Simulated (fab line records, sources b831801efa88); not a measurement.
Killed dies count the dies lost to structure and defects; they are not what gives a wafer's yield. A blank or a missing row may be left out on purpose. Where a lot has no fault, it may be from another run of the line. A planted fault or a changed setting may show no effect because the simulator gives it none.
2 desks looking at one fault ; flow sky130 ; what lay behind the numbers comes last; until then each desk has only its own

METROLOGY DESK
What the gauges read for every lot (on any tool): the sampled wafers with a number, averaged. Marked OUT: a lot whose mean sits more than 4 standard deviations from the usual mean, which makes it out of limits; the brackets give that distance.
Columns: A = VIA3_W_RS at SKY_VIA3_RS_MEAS_22, usual 0.2930 ohm/sq; B = CAP2M_CVD_00_THK at SKY_CAP2M_THK_MEAS_01, usual 15.52 nm; C = CAP2M_TIN_THK at SKY_CAP2M_THK_MEAS_04, usual 195.7 nm
lot;first seen here;A;B;C
L398;day 39 16:48;0.2928;15.49;198.4
L399;day 40 00:52;0.2946;15.51;193.4
L400;day 40 09:58;0.2902;15.37;196.5
L401;day 40 19:00;0.2907;15.51;199.6
L402;day 40 23:27;0.2932;15.50;197.2
L405;day 41 13:42;0.2894;15.32;194.7
L406;day 42 02:19;0.2938;15.58;197.1
L407;day 42 06:17;0.2915;15.45;195.4
L410;day 43 06:49;0.2929;15.49;195.5
L411;day 43 11:14;0.2925;15.74;191.8
L414;day 44 02:28;0.2951;15.57;194.1
L416;day 44 21:11;0.2948;15.40;194.7
L421;day 45 21:22;0.2927;15.52;195.4
This desk's finding: nothing out of limits on any of the 13 lots.

FOR THE TOOL OWNER'S DESK: pvd sputter-04
The tool's own readings at SKY_METAL4_SPUTTER_01 (material TiN, target thk 20 nm, time 16.7 s): means of the sampled wafers that have a number, for each lot that ran on this tool. Marked OUT: a lot whose mean sits more than 4 standard deviations from the usual mean, which makes it out of limits; the brackets give that distance.
Columns: A = cathode dc power W at SKY_METAL4_SPUTTER_01, usual 6500.0 W; B = throttle valve pct at SKY_METAL4_SPUTTER_01, usual 29.8 %
lot;first seen here;A;B
L399;day 40 01:20;6499.6;30.4
L407;day 42 06:46;6499.6;30.9
L410;day 43 07:16;6061.9 (-99 or more) OUT;30.6
L414;day 44 02:58;6060.8 (-99 or more) OUT;31.7
This desk finds L410, L414 out of limits, L410 being first, at day 43 07:16 (cathode dc power W at SKY_METAL4_SPUTTER_01). L399, L407: within limits.

PUT TOGETHER
An alarm could have come from the tool owner's desk at day 43 07:16, on L410, L414.
Nothing out of limits was seen by the metrology desk.
The metrology desk has L410, L414 on record, within its limits.
SKY_METAL4_SPUTTER_01 was run on pvd sputter-04 by each of the lots named.

WHAT THE SIMULATOR HAD INSERTED
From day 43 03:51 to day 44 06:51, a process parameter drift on pvd sputter-04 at SKY_METAL4_SPUTTER_01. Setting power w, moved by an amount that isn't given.
Struck lots among those shown: L410, L414.
Hours from the fault's start to each desk's first reading out of limits: the tool owner's desk, 3.
